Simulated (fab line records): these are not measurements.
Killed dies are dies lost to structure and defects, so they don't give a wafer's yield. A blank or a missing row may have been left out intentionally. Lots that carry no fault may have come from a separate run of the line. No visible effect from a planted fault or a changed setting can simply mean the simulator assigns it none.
Chamber matching + flow sky130 + 4 sister chambers for SKY_VIA3_ETCH_14 on rie diel-02
The step etches BARC in N2/H2, stops on SiO2, time 45.9 s, target depth 60 nm. 14 wafers are shown with their chamber, then 7 later ones without.

== EACH WAFER AND ITS CHAMBER ==
| wafer  | chamber | drypump motor current A (A) | oes product au (a.u.) | throttle valve pct (%) |
|--------|---------|-----------------------------|-----------------------|------------------------|
| L795.2 | 2       | 5.8                         | 0.857                 | 13.242                 |
| L795.4 | 0       | 5.7                         | 0.847                 | 13.222                 |
| L795.6 | 1       | 6.0                         | 0.858                 | 13.227                 |
| L799.1 | 0       | 5.7                         | 0.855                 | 13.235                 |
| L799.2 | 1       | 6.0                         | 0.852                 | 13.230                 |
| L799.5 | 1       | 6.0                         | 0.859                 | 13.222                 |
| L804.3 | 2       | 5.7                         | 0.851                 | 13.223                 |
| L804.4 | 3       | 6.2                         | 0.861                 | 13.228                 |
| L804.5 | 0       | 5.7                         | 0.855                 | 13.222                 |
| L805.2 | 1       | 6.0                         | 0.863                 | 13.226                 |
| L805.3 | 0       | 5.7                         | 0.856                 | 13.228                 |
| L805.5 | 1       | 6.0                         | 0.858                 | 13.218                 |
| L806.1 | 2       | 5.7                         | 0.853                 | 13.229                 |
| L806.5 | 0       | 5.7                         | 0.851                 | 13.246                 |

SIGNATURES (means of the wafers above)
| reading                 | chamber 0 | chamber 1 | chamber 2 | chamber 3 | scatter within a chamber |
|-------------------------|-----------|-----------|-----------|-----------|--------------------------|
| drypump motor current A | 5.700     | 6.000     | 5.733     | 6.200     | 0.0258                   |
| oes product au          | 0.85280   | 0.85800   | 0.85367   | 0.86100   | 0.00371                  |
| throttle valve pct      | 13.23060  | 13.22460  | 13.23133  | 13.22800  | 0.00829                  |
Rule: a wafer's distance from a chamber is the root of the sum, over the readings, of the square of ((its reading less the chamber's mean) divided by the reading's scatter). If the next closest chamber is less than 2 further off than the closest, the wafer can't be placed; otherwise it belongs to the closest. The scatter is the square root of a quotient: the sum, over the shown wafers, of each reading's squared deviation from its chamber's mean, divided by wafers minus chambers.

== WAFERS WITH NO CHAMBER GIVEN ==
| wafer  | drypump motor current A (A) | oes product au (a.u.) | throttle valve pct (%) |
|--------|-----------------------------|-----------------------|------------------------|
| L806.6 | 6.0                         | 0.863                 | 13.222                 |
| L809.3 | 6.0                         | 0.857                 | 13.240                 |
| L809.5 | 6.2                         | 0.854                 | 13.227                 |
| L809.6 | 5.7                         | 0.862                 | 13.216                 |
| L817.1 | 5.8                         | 0.851                 | 13.210                 |
| L817.4 | 6.0                         | 0.862                 | 13.227                 |
| L817.6 | 6.1                         | 0.852                 | 13.220                 |

== CHAMBER TAKEN BY EACH ==
| wafer  | from the rows above     | in truth |
|--------|-------------------------|----------|
| L806.6 | 1                       | 1        |
| L809.3 | 1                       | 1        |
| L809.5 | 3                       | 3        |
| L809.6 | can't be placed: 0 or 2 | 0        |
| L817.1 | can't be placed: 2 or 0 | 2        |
| L817.4 | 1                       | 1        |
| L817.6 | can't be placed: 1 or 3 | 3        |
Correctly placed: 4 of 7. Can't be placed from these rows: 3 (the true chamber is among the candidates in 3). Number placed wrongly: 0.
